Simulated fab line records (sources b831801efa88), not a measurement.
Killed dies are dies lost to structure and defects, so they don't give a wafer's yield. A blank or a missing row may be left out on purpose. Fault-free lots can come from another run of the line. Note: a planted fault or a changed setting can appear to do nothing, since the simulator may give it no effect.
Comparing a struck lot with a sound one + flow sky130 + 14 out of 708 route steps
Sound: these wafers, L738.2, L738.3, L738.4. Wafers struck: L747.1, L747.2, L747.3. The cause is named last.
At each step with rows: each side's tool, then ch and its chambers, then its first start. Under that, the readings that differ: sound wafers + struck wafers + difference of the means + sigmas: that difference in standard deviations of wafers without a fault.
alike: words and numbers the same on both sides, and readings whose means are apart by under 2 such deviations; not compared: readings that were withheld, readings missing a value for some wafer, numbers with overlapping values and no deviation given by the record, and bounds like >300 which may hide the same value.
The two part at a step that has a row with sigmas, a row that says differs or no value, or rows on one side only. Numbers that have no deviation but don't overlap get no sigmas and don't part them. A reading missing from all wafers of one side parts the sides only when that side holds two or more wafers.

first, 3 steps without rows for these wafers: SKY_VIA1_STRIP_17 (strips in post etch residue remover, time 1200 s); SKY_VIA1_CLEAN_18 (cleans in IPA, time 180 s); SKY_VIA1_CLEAN_19 (cleans in O3/DIW).
SKY_VIA1_SPUTTER_20: material TiN, target thk 20 nm, time 80 s.
  sound: pvd sputter-03 at day 34 07:44; struck: pvd sputter-04 at day 37 09:14
  alike: cathode dc power W, chamber pressure pa, throttle valve pct
SKY_VIA1_CVD_21: deposits W, target thk 270 nm, time 80.902 s.
  sound on cvd w-02 ch 0,1, day 34 07:47; struck on cvd w-01 ch 0,1, day 37 09:17
  alike: chamber pressure Torr, heater power w
SKY_VIA1_RS_MEAS_22: measurement is done with a four-point probe.
  sound: film metro-02 at day 34 07:54; struck: film metro-02 at day 37 09:23
  alike: VIA1_W_RS
SKY_VIA1_THK_MEAS_23: measures by xrf.
  sound: film metro-02 at day 34 08:01; struck: film metro-02 at day 37 09:31
  alike: VIA1_W_THK
SKY_VIA1_CMP_24: polishes, stops on SiO2, t overpolish 15 s, target thk 0 nm.
  sound on cmp-02 ch 0,2,3, day 34 08:04; struck on cmp-02 ch 1,2,3, day 37 09:34
  alike: motor current A, overpolish run s, time to endpoint s
then, 2 steps without rows for these wafers: SKY_METAL2_SPUTTER_00 (material Ti, target thk 15 nm, time 10 s); SKY_METAL2_SPUTTER_01 (material TiN, target thk 20 nm, time 16.7 s).
SKY_METAL2_SPUTTER_02: material AlCu, target thk 250 nm, time 13.3 s.
  sound: pvd sputter-01 at day 34 08:25; struck: pvd sputter-03 at day 37 09:55
  alike: cathode dc power W, chamber pressure pa, throttle valve pct
SKY_METAL2_SPUTTER_03: material Ti, target thk 5 nm, time 3.3 s.
  sound: pvd sputter-01 at day 34 08:26; struck: pvd sputter-03 at day 37 09:56
  alike: cathode dc power W, chamber pressure pa, throttle valve pct
SKY_METAL2_SPUTTER_04: material TiN, target thk 70 nm, time 58.3 s.
  sound: pvd sputter-01 at day 34 08:27; struck: pvd sputter-03 at day 37 09:58
  no value came back on the struck wafers for cathode dc power W (W), chamber pressure pa (Pa), throttle valve pct (%); on the sound wafers cathode dc power W (W) reads 6501.4 6499.3 6498.9
SKY_METAL2_THK_MEAS_06: measures by xrf.
  sound: film metro-04 at day 34 08:38; struck: film metro-04 at day 37 12:41
| reading              | sound             | struck            | difference | sigmas |
|----------------------|-------------------|-------------------|------------|--------|
| METAL2_ALCU_THK (nm) | 251.3 251.3 251.5 | 291.4 293.1 289.5 | +40.0      | +17    |
  not compared: hold

WHERE THEY PART
At SKY_METAL2_SPUTTER_04 first; at SKY_METAL2_THK_MEAS_06 last (within this record only).

WHY: the cause the simulator had injected
Entire step skipped (pvd sputter-03, SKY_METAL2_SPUTTER_04), from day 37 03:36 onward. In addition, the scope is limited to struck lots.
